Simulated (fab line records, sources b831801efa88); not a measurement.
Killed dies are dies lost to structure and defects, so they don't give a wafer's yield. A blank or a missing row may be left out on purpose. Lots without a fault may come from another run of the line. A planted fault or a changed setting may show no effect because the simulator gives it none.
fab line records | flow gf180mcu
record lots=12 wafers=36 last_day=34
route steps=602 shown STI@5 VT_IMPLANT@94 POLY_GATE@174
lots that met no fault: from a run of the same line without faults
start_h: hours from the record's first day to the start of the lot's first wafer shown | wait_h: hours since the lot's step before | " the same as in the row above | L1.1+2: a row that stands for several wafers | - no value, or no start given | * or withheld: withheld | < > ~ a bound
route shown NAME@n: a module of which the file shows steps, and the number in the route of the first | usual: mean/standard deviation of fault-free wafers | same: alike in all rows | chamber/n: place in a boat | sites: the reading at each site | _std_site: their standard deviation | _edge_site: outer sites' mean less inner sites' | radius_mm: how far each site lies from the wafer's centre | mask NAME#n: copy n | behind: the tool/chamber that last shaped the wafer | hold: why the lot was held/for how many hours/how that ended | device: the transistor (n, p or np) that didn't switch | end of line: the same wafers' tests at the end of the route | a step without rows: its recipe alone | killed: dies lost to structure and defects at the first sort, not the wafer's yield | map: a wafer's dies, x killed, . not, _ none there
set.NAME: the setting as run; set.NAME@STEP: as run at that earlier step | model.NAME: the simulator's own value behind a step, which no gauge read
steps of the route over a sample of lots; a table a step, a row a wafer
services: from which hour (start_h, from the record's first day; less than 0 if before it) a tool's chamber was out of use, for how many hours, and why
## steps
# step GF_STI_THK_MEAS_04
# recipe reads=Si3N4_of_STI_CVD_03
# usual STI_CVD_03_THK=207.5/2.3
# columns lot.wafer tool chamber start_h wait_h STI_CVD_03_THK[nm]
L720.1 film_metro-03 - 28.56 0.0 205.9
L720.2 " - " " 203.4
L720.6 " - " " 204.9
L722.3 film_metro-01 - 38.88 0.0 205.4
L722.4 " - " " 207.1
L722.6 " - " " 205.9
L723.1 film_metro-01 - 43.56 0.0 204.8
L723.2 " - " " 205.2
L723.6 " - " " 205.6
L725.2 film_metro-01 - 53.57 0.0 205.7
L725.4 " - " " 208.5
L725.6 " - " " 208.6
L731.2 film_metro-04 - 83.57 0.0 206.0
L731.4 " - " " 206.0
L731.5 " - " " 205.0
L732.1 film_metro-01 - 88.56 0.0 208.5
L732.2 " - " " 209.8
L732.4 " - " " 208.4
L733.3 film_metro-04 - 93.58 0.0 211.8
L733.4 " - " " 209.4
L733.6 " - " " 209.3
L734.1 film_metro-01 - 98.59 0.0 211.1
L734.2 " - " " 210.7
L734.3 " - " " 210.9
L736.2 film_metro-01 - 108.92 0.0 208.9
L736.5 " - " " 208.8
L736.6 " - " " 210.1
L737.1 film_metro-04 - 113.56 0.0 209.2
L737.5 " - " " 208.8
L737.6 " - " " 208.7
L738.1 film_metro-01 - 119.55 0.0 206.9
L738.2 " - " " 204.4
L738.4 " - " " 207.6
L739.1 film_metro-01 - 125.07 0.0 205.1
L739.3 " - " " 204.5
L739.6 " - " " 206.9
# step GF_VT_IMPLANT_EXPOSE_04
# recipe mask_id=LVPWELL_LV_AREA target_cd_nm=600 na=0.6 source_shape=conventional sigma_outer=0.6 dose_mj=140
# usual focus_offset_nm=0.0/0.56 reticle_temp_C=23.03/0.09
# columns lot.wafer tool chamber start_h wait_h mask focus_offset_nm reticle_temp_C
L720.1 iline_stepper-01 0 124.68 - LVPWELL_LV_AREA#0 1.3 22.83
L720.2 " 0 " " LVPWELL_LV_AREA#0 1.4 23.00
L720.6 " 0 " " LVPWELL_LV_AREA#0 0.7 23.00
L722.3 iline_stepper-02 0 132.53 - LVPWELL_LV_AREA#0 -0.1 23.20
L722.4 " 0 " " LVPWELL_LV_AREA#0 0.4 23.12
L722.6 " 0 " " LVPWELL_LV_AREA#0 0.5 23.16
L723.1 iline_stepper-01 0 139.21 - Nwell_LV_AREA#0 0.9 22.99
L723.2 " 0 " " Nwell_LV_AREA#0 -0.4 22.93
L723.6 " 0 " " Nwell_LV_AREA#0 0.6 22.97
L725.2 iline_stepper-01 0 151.93 - LVPWELL_LV_AREA#0 -0.3 22.98
L725.4 " 0 " " LVPWELL_LV_AREA#0 0.0 23.07
L725.6 " 0 " " LVPWELL_LV_AREA#0 -0.2 22.90
L731.2 iline_stepper-01 0 190.71 - LVPWELL_LV_AREA#0 0.3 22.90
L731.4 " 0 " " LVPWELL_LV_AREA#0 0.1 22.94
L731.5 " 0 " " LVPWELL_LV_AREA#0 -0.1 22.94
L732.1 iline_stepper-02 0 195.01 - LVPWELL_LV_AREA#0 0.5 23.04
L732.2 " 0 " " LVPWELL_LV_AREA#0 -0.7 23.07
L732.4 " 0 " " LVPWELL_LV_AREA#0 -0.4 23.02
L733.3 iline_stepper-01 0 200.00 - LVPWELL_LV_AREA#0 0.5 22.98
L733.4 " 0 " " LVPWELL_LV_AREA#0 0.8 22.91
L733.6 " 0 " " LVPWELL_LV_AREA#0 0.9 22.78
L734.1 iline_stepper-01 0 206.53 - LVPWELL_LV_AREA#0 -0.8 23.16
L734.2 " 0 " " LVPWELL_LV_AREA#0 -0.6 23.04
L734.3 " 0 " " LVPWELL_LV_AREA#0 0.1 23.01
L736.2 iline_stepper-01 0 217.45 - LVPWELL_LV_AREA#0 0.4 23.02
L736.5 " 0 " " LVPWELL_LV_AREA#0 -1.0 22.97
L736.6 " 0 " " LVPWELL_LV_AREA#0 0.6 23.08
L737.1 iline_stepper-02 0 225.15 - LVPWELL_LV_AREA#0 -1.0 23.09
L737.5 " 0 " " LVPWELL_LV_AREA#0 0.6 22.94
L737.6 " 0 " " LVPWELL_LV_AREA#0 -0.2 23.02
L738.1 iline_stepper-01 0 231.56 - LVPWELL_LV_AREA#0 -0.2 23.08
L738.2 " 0 " " LVPWELL_LV_AREA#0 -0.2 23.09
L738.4 " 0 " " LVPWELL_LV_AREA#0 -0.2 23.09
L739.1 iline_stepper-01 0 239.26 - LVPWELL_LV_AREA#0 -0.5 23.03
L739.3 " 0 " " LVPWELL_LV_AREA#0 0.1 23.09
L739.6 " 0 " " LVPWELL_LV_AREA#0 0.1 22.98
# step GF_VT_IMPLANT_OVL_MEAS_07
# usual VT_IMPLANT_OVL=0.0/1.5
# columns lot.wafer tool chamber start_h wait_h VT_IMPLANT_OVL[nm]
L720.1 overlay-01 - 132.79 0.1 -1.2
L720.2 " - " " -0.7
L720.6 " - " " 1.1
L722.3 overlay-01 - 139.55 0.1 1.0
L722.4 " - " " 3.3
L722.6 " - " " 2.9
L723.1 overlay-02 - 146.93 0.1 -
L723.2 " - " " -
L723.6 " - " " -
L725.2 overlay-01 - 158.74 0.1 -2.8
L725.4 " - " " -2.1
L725.6 " - " " -0.2
L731.2 overlay-01 - 198.62 0.1 -1.5
L731.4 " - " " 0.0
L731.5 " - " " -1.2
L732.1 overlay-01 - 203.64 0.1 2.1
L732.2 " - " " 1.4
L732.4 " - " " 3.1
L733.3 overlay-01 - 208.35 0.1 1.5
L733.4 " - " " -1.5
L733.6 " - " " -0.4
L734.1 overlay-02 - 215.16 0.1 -0.2
L734.2 " - " " 0.2
L734.3 " - " " -2.1
L736.2 overlay-02 - 226.49 0.1 -1.9
L736.5 " - " " -0.9
L736.6 " - " " -0.3
L737.1 overlay-01 - 233.83 0.1 2.0
L737.5 " - " " 0.3
L737.6 " - " " 1.2
L738.1 overlay-02 - 240.58 0.1 0.8
L738.2 " - " " -0.2
L738.4 " - " " -1.4
L739.1 overlay-01 - 248.09 0.1 -2.0
L739.3 " - " " -2.1
L739.6 " - " " -1.7
# step GF_VT_IMPLANT_TW_MEAS_10
# usual VT_IMPLANT_TW=562.9/2.7
# columns lot.wafer tool chamber start_h wait_h hold VT_IMPLANT_TW
L720.1 film_metro-01 - 133.07 0.1 - 563.2
L720.2 " - " " - 567.4
L720.6 " - " " - 562.2
L722.3 film_metro-01 - 139.84 0.1 - 564.1
L722.4 " - " " - 564.9
L722.6 " - " " - 563.2
L723.1 film_metro-01 - 147.22 0.1 await_dispo/0.2h/release 29.7
L723.2 " - " " await_dispo/0.2h/release 29.7
L723.6 " - " " await_dispo/0.2h/release 29.8
L723.1 film_metro-01 - 147.44 0.2 - 29.9
L723.2 " - " " - 29.8
L723.6 " - " " - 29.7
L725.2 film_metro-01 - 159.03 0.1 - 559.1
L725.4 " - " " - 560.3
L725.6 " - " " - 559.7
L731.2 film_metro-01 - 198.91 0.1 - 561.8
L731.4 " - " " - 564.1
L731.5 " - " " - 562.1
L732.1 film_metro-03 - 203.92 0.1 - 562.7
L732.2 " - " " - 564.7
L732.4 " - " " - 563.5
L733.3 film_metro-01 - 208.64 0.1 - 564.5
L733.4 " - " " - 561.5
L733.6 " - " " - 560.9
L734.1 film_metro-01 - 215.45 0.1 - 564.2
L734.2 " - " " - 562.0
L734.3 " - " " - 563.5
L736.2 film_metro-03 - 226.78 0.1 - 562.8
L736.5 " - " " - 564.6
L736.6 " - " " - 564.5
L737.1 film_metro-01 - 234.11 0.1 - 564.7
L737.5 " - " " - 562.0
L737.6 " - " " - 560.4
L738.1 film_metro-02 - 240.86 0.1 - 556.8
L738.2 " - " " - 558.2
L738.4 " - " " - 560.1
L739.1 film_metro-01 - 248.37 0.1 - 565.0
L739.3 " - " " - 563.2
L739.6 " - " " - 565.1
# step GF_POLY_GATE_THK_MEAS_17
# recipe reads=SiO2_of_POLY_GATE_OXIDATION_16
# usual POLY_GATE_OXIDATION_THK=3.97/0.074
# columns lot.wafer tool chamber start_h wait_h POLY_GATE_OXIDATION_THK[nm]
L720.1 film_metro-04 - 226.74 0.0 4.04
L720.2 " - " " 4.03
L720.6 " - " " 4.05
L722.3 film_metro-01 - 230.95 0.0 4.10
L722.4 " - " " 4.04
L722.6 " - " " 4.08
L725.2 film_metro-01 - 254.74 0.0 3.96
L725.4 " - " " 4.01
L725.6 " - " " 3.97
L731.2 film_metro-01 - 301.06 0.0 3.90
L731.4 " - " " 3.95
L731.5 " - " " 3.84
L732.1 film_metro-04 - 306.81 0.0 3.90
L732.2 " - " " 3.95
L732.4 " - " " 3.98
L733.3 film_metro-02 - 312.78 0.0 3.90
L733.4 " - " " 3.86
L733.6 " - " " 3.80
L734.1 film_metro-02 - 319.57 0.0 3.90
L734.2 " - " " 3.88
L734.3 " - " " 3.92
L736.2 film_metro-01 - 332.28 0.0 3.99
L736.5 " - " " 3.95
L736.6 " - " " 3.98
L737.1 film_metro-04 - 341.50 0.0 4.02
L737.5 " - " " 4.01
L737.6 " - " " 3.99
L738.1 film_metro-04 - 350.35 0.0 4.03
L738.2 " - " " 3.98
L738.4 " - " " 4.01
L739.1 film_metro-01 - 357.76 0.0 3.89
L739.3 " - " " 3.84
L739.6 " - " " 3.87
# step GF_POLY_GATE_CD_MEAS_18
# usual cd_nm=281.1/1.8
# columns lot.wafer tool chamber start_h wait_h cd_nm
L720.1 cd_sem-01 - 226.80 0.1 284.3
L720.2 " - " " 284.1
L720.6 " - " " 284.7
L722.3 cd_sem-01 - 231.04 0.1 280.9
L722.4 " - " " 282.7
L722.6 " - " " 281.1
L725.2 cd_sem-01 - 254.82 0.1 283.9
L725.4 " - " " 282.9
L725.6 " - " " 281.8
L731.2 cd_sem-01 - 301.14 0.1 279.6
L731.4 " - " " 279.3
L731.5 " - " " 280.6
L732.1 cd_sem-02 - 306.87 0.1 279.2
L732.2 " - " " 277.7
L732.4 " - " " 278.6
L733.3 cd_sem-01 - 312.88 0.1 278.5
L733.4 " - " " 279.2
L733.6 " - " " 279.3
L734.1 cd_sem-01 - 319.63 0.1 281.1
L734.2 " - " " 280.5
L734.3 " - " " 279.4
L736.2 cd_sem-01 - 332.36 0.1 279.3
L736.5 " - " " 281.5
L736.6 " - " " 281.9
L737.1 cd_sem-01 - 341.56 0.1 282.9
L737.5 " - " " 282.4
L737.6 " - " " 280.8
L738.1 cd_sem-01 - 350.42 0.1 282.2
L738.2 " - " " 281.3
L738.4 " - " " 282.5
L739.1 cd_sem-01 - 357.82 0.1 282.8
L739.3 " - " " 282.5
L739.6 " - " " 281.2
## services
# columns tool chamber start_h hours kind
iline_stepper-02 - 151.72 2.0 repair
iline_stepper-01 - 157.75 2.1 pm
iline_stepper-01 - 159.84 - consumable_replace:lamp
iline_stepper-02 - 181.58 2.1 pm
iline_stepper-02 - 183.66 - consumable_replace:lamp
iline_stepper-01 - 222.36 1.7 pm
iline_stepper-02 0 229.40 - calibration
## key
first_sign step=GF_VT_IMPLANT_EXPOSE_04 reading=mask direction=changed
effect step=GF_VT_IMPLANT_OVL_MEAS_07 reading=VT_IMPLANT_OVL direction=missing
effect step=GF_VT_IMPLANT_TW_MEAS_10 reading=visit direction=added
effect step=GF_VT_IMPLANT_TW_MEAS_10 reading=VT_IMPLANT_TW direction=down sigmas=99+ usual=562.9 struck=29.7
met_at GF_VT_IMPLANT_EXPOSE_04
struck_lots L723
scrapped_behind GF_VT_IMPLANT_TW_MEAS_10 L723.1,L723.2,L723.6
not_acting_at GF_STI_THK_MEAS_04,GF_POLY_GATE_THK_MEAS_17,GF_POLY_GATE_CD_MEAS_18
onset_between 124.68 139.21
fault kind=wrong_mask tool=any chamber=- onset_h=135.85 steps=GF_VT_IMPLANT_EXPOSE_04 aux_copy=Nwell_LV_AREA#0 scope=struck_lots_only
